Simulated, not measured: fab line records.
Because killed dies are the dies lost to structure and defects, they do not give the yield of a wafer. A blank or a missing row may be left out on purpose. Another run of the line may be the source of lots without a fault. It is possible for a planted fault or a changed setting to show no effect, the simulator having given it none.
Matching of chambers ; flow gf180mcu ; 3 sister chambers for GF_MIM_CVD_05 on pecvd-01
The step deposits Si3N4, target thk 42 nm, time 29.086 s. 6 wafers are shown with their chamber, then 8 later ones without.

== WAFERS WITH THEIR CHAMBER ==
wafer;chamber;heater_power_w (W)
L339.2;1;415
L344.3;2;686
L345.2;1;477
L345.3;0;706
L345.6;0;697
L346.2;2;622

== WAFERS WHOSE CHAMBER IS MISSING ==
wafer;heater_power_w (W)
L346.4;609
L346.5;395
L347.1;599
L347.4;391
L347.5;598
L348.3;421
L348.4;611
L348.6;630

== WHICH CHAMBER EACH ONE RAN IN ==
wafer;from the rows above;in truth
L346.4;can't be placed: 2 or 0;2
L346.5;1;1
L347.1;can't be placed: 2 or 0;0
L347.4;1;1
L347.5;can't be placed: 2 or 0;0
L348.3;1;1
L348.4;can't be placed: 2 or 0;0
L348.6;can't be placed: 2 or 0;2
Placed correctly: 3 of 8. Not placeable from these rows: 5 (in 5, the candidates include the true chamber). Wrongly placed: 0.
How it was worked out, from the rows above alone: a wafer's distance from a chamber is the root of the sum, over the readings, of the square of ((its reading less the chamber's mean) divided by the reading's scatter). The wafer belongs to the nearest chamber; if the next one is less than 2 further off, it can't be placed. For every chamber, the mean is computed from those of its wafers that are shown. The scatter: the root of (the sum of the squares of (reading less its chamber's mean) over the shown wafers, divided by (wafers less chambers)).
